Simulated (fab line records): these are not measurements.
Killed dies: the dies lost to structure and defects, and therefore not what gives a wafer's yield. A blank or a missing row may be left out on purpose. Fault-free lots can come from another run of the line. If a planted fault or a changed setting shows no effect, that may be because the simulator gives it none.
The tool behind it: which one? | flow sky130 | 15 lots with 45 wafers sampled at 2 steps, on a route of 708 steps

## WHAT THE GAUGES SHOWED, per wafer
SKY_VT_ADJUST_HVTR_OVL_MEAS_08. Usual: VT_ADJUST_HVTR_OVL gives -0.3 nm (standard deviation 1.2).
lot  | measured     | on         | VT_ADJUST_HVTR_OVL (nm) | flag
L164 | day 9 12:37  | overlay-01 | -2.2 -2.7 -1.0          |
L165 | day 10 03:43 | overlay-02 | -0.8 -0.9 -1.0          |
L166 | day 10 10:55 | overlay-02 | -2.0 -0.8 -0.3          |
L167 | day 11 01:49 | overlay-01 | -2.7 -0.2 -0.5          |
L173 | day 12 13:07 | overlay-02 | -1.3 -1.7 -0.7          |
L174 | day 13 03:16 | overlay-01 | -0.8 0.4 0.1            |
L175 | day 13 07:47 | overlay-01 | 0.0 -0.1 -2.2           |
L177 | day 13 13:03 | overlay-01 | -2.7 -1.5 -1.3          |
L178 | day 14 05:26 | overlay-01 | -0.9 0.1 -0.5           |
L180 | day 15 05:11 | overlay-02 | 0.5 1.0 1.7             |
L179 | day 15 08:08 | overlay-01 | 2.2 1.6 0.3             |
L181 | day 15 09:33 | overlay-01 | 0.1 -1.0 -2.6           |
L183 | day 15 17:28 | overlay-02 | -0.2 0.6 0.3            |
L184 | day 16 02:37 | overlay-02 | 0.9 0.9 1.1             |
L185 | day 16 04:02 | overlay-01 | -0.7 -0.5 -1.2          |

SKY_GATE_OXIDE_OVL_MEAS_10. Usual: GATE_OXIDE_OVL gives -0.2 nm (standard deviation 1.1).
lot  | measured     | on         | GATE_OXIDE_OVL (nm) | flag
L164 | day 13 20:11 | overlay-01 | 0.7 0.7 2.3         |
L165 | day 14 12:50 | overlay-02 | 0.9 0.7 0.0         |
L166 | day 14 19:10 | overlay-02 | -0.9 -1.8 -0.4      |
L167 | day 15 15:02 | overlay-02 | -1.2 0.9 0.9        |
L173 | day 17 11:31 | overlay-01 | -0.7 0.0 -0.1       |
L174 | day 18 05:56 | overlay-02 | 0.5 0.8 1.2         |
L175 | day 18 06:10 | overlay-01 | -1.2 -0.8 -0.6      |
L177 | day 18 22:00 | overlay-02 | -0.5 0.7 1.1        |
L178 | day 19 10:55 | overlay-01 | 0.5 1.2 1.8         |
L180 | day 20 09:49 | overlay-02 | 3.5 0.5 -0.7        |
L179 | day 20 11:48 | overlay-01 | -0.1 0.9 -0.5       |
L181 | day 20 13:15 | overlay-01 | -0.7 0.7 0.2        |
L183 | day 21 01:27 | overlay-02 | -1.7 -1.2 -1.7      |
L184 | day 21 16:28 | overlay-02 | -0.8 0.3 -0.2       |
L185 | day 21 16:47 | overlay-02 | -3.0 -0.9 -1.4      |

## EACH LOT AND THE TOOL THAT RAN IT (in order: tool; ch and the chambers of the sampled wafers; start)
Before these readings, the record contains no process step.

## WHAT THE TOOLS THEMSELVES READ (means of the sampled wafers that have a number; where no wafer has one, the mark that the record gives instead)
The record holds no such reading with a usual standard deviation.

## THE ANSWER, worked out from the rows above alone
Rule: lot off if the mean of its wafers having a number is beyond 3 standard deviations from the usual mean. Also off: a lot with no number at a reading for which 4 or more lots have one. Any other lot the step has rows for is counted as sound. Order of review: gauges by route order, followed by the tools' own readings, for which a lot's mean as printed above is used. The first step at which some lot is off is used, and at that step the reading that is off furthest; a lot without a number counts as furthest.
None of the lots is off at any reading shown; this tells nothing.

## WHAT WAS PUT IN BY THE SIMULATOR
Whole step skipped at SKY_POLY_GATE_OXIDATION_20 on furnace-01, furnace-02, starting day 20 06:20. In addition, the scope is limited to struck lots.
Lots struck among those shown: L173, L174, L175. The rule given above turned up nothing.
